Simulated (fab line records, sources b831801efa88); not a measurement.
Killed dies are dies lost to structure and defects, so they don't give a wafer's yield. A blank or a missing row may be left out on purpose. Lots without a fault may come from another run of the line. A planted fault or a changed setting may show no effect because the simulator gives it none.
Which tool did it? | flow sky130 | 14 lots, 42 wafers sampled, at 2 steps of a route of 708

WHAT THE GAUGES READ, wafer by wafer
The record holds no reading of a measuring or inspecting step that can be judged against a usual standard deviation.

WHICH TOOL RAN EACH LOT (tool, then ch and the chambers of the sampled wafers, then the start)
lot  | SKY_CONTACT_COAT_09               | SKY_CONTACT_STRIP_19
L397 | litho_track-04 ch 0, day 31 03:00 | plasma_asher-04 ch 0,1, day 31 17:22
L396 | litho_track-02 ch 0, day 31 04:00 | plasma_asher-02 ch 0, day 31 18:43
L401 | litho_track-02 ch 0, day 32 17:00 | plasma_asher-01 ch 0,1, day 33 07:06
L404 | litho_track-03 ch 0, day 33 20:00 | plasma_asher-01 ch 0,1, day 34 10:58
L405 | litho_track-03 ch 0, day 34 07:00 | plasma_asher-01 ch 0,1, day 34 20:24
L407 | litho_track-03 ch 0, day 34 12:00 | plasma_asher-02 ch 1, day 35 01:21
L410 | litho_track-03 ch 0, day 35 09:00 | plasma_asher-04 ch 1, day 35 23:04
L411 | litho_track-02 ch 0, day 35 20:00 | plasma_asher-02 ch 0,1, day 36 10:33
L412 | litho_track-02 ch 0, day 36 02:00 | plasma_asher-02 ch 0,1, day 36 16:31
L414 | litho_track-02 ch 0, day 36 21:00 | plasma_asher-01 ch 1, day 37 11:37
L416 | litho_track-02 ch 0, day 37 08:00 | plasma_asher-02 ch 0,1, day 37 22:46
L417 | litho_track-03 ch 0, day 37 15:00 | plasma_asher-01 ch 0,1, day 38 04:48
L418 | litho_track-04 ch 0, day 37 16:00 | plasma_asher-04 ch 1, day 38 05:46
L419 | litho_track-04 ch 0, day 38 02:00 | plasma_asher-02 ch 0,1, day 38 16:03
- SKY_CONTACT_COAT_09: resist thk 450 nm.
- SKY_CONTACT_STRIP_19: strips in O2/N2.

WHAT THE TOOLS THEMSELVES READ (means of the sampled wafers that have a number; where no wafer has one, the mark that the record gives instead)
SKY_CONTACT_STRIP_19. Usual: drypump_motor_current_A 5.8 A, standard deviation 0.6; o2_flow_sccm 3001 sccm, standard deviation 8.2; oes_product_au 0.381 a.u., standard deviation 0.0044; strip_time_to_endpoint_s 3.64 s, standard deviation 0.034.
lot  | tool            | drypump_motor_current_A (A) | o2_flow_sccm (sccm) | oes_product_au (a.u.) | strip_time_to_endpoint_s (s) | flag
L397 | plasma_asher-04 | 6.5                         | 2999                | 0.381                 | 3.64                         |
L396 | plasma_asher-02 | 5.0                         | 2995                | 0.382                 | 3.64                         |
L401 | plasma_asher-01 | 5.7                         | 2999                | 0.383                 | 3.63                         |
L404 | plasma_asher-01 | 5.7                         | 3001                | 0.381                 | 3.65                         |
L405 | plasma_asher-01 | 5.7                         | 3002                | 0.378                 | 3.60                         |
L407 | plasma_asher-02 | 5.6                         | 3004                | 0.401                 | 4.12                         | OFF
L410 | plasma_asher-04 | 6.6                         | 3012                | 0.399                 | 4.15                         | OFF
L411 | plasma_asher-02 | 5.4                         | 3002                | 0.381                 | 3.62                         |
L412 | plasma_asher-02 | 5.2                         | 2995                | 0.380                 | 3.64                         |
L414 | plasma_asher-01 | 5.4                         | 3002                | 0.383                 | 3.68                         |
L416 | plasma_asher-02 | 5.4                         | 3003                | 0.378                 | 3.64                         |
L417 | plasma_asher-01 | 5.7                         | 3001                | 0.377                 | 3.67                         |
L418 | plasma_asher-04 | 6.6                         | 3001                | 0.383                 | 3.62                         |
L419 | plasma_asher-02 | 5.2                         | 3001                | 0.384                 | 3.67                         |

THE ANSWER, worked out from the rows above alone
Rule: a lot is off if the mean of its wafers that have a number lies more than 3 standard deviations from the usual mean. A lot without any number at a reading at which 4 lots or more have one is off too. The other lots that the step has rows for count as sound. The gauges are gone through in route order, then the tools' own readings, and for those a lot's mean is taken as printed above. The first step at which some lot is off is used, and at that step the reading that is off furthest; a lot without a number counts as furthest.
Off: L407, L410, at SKY_CONTACT_STRIP_19 (strip_time_to_endpoint_s).
A tool fits if, at that step or a process step before it, it ran every lot that is off, and no sound lot after the first of them. None of those tried fits.

WHAT THE SIMULATOR HAD PUT IN
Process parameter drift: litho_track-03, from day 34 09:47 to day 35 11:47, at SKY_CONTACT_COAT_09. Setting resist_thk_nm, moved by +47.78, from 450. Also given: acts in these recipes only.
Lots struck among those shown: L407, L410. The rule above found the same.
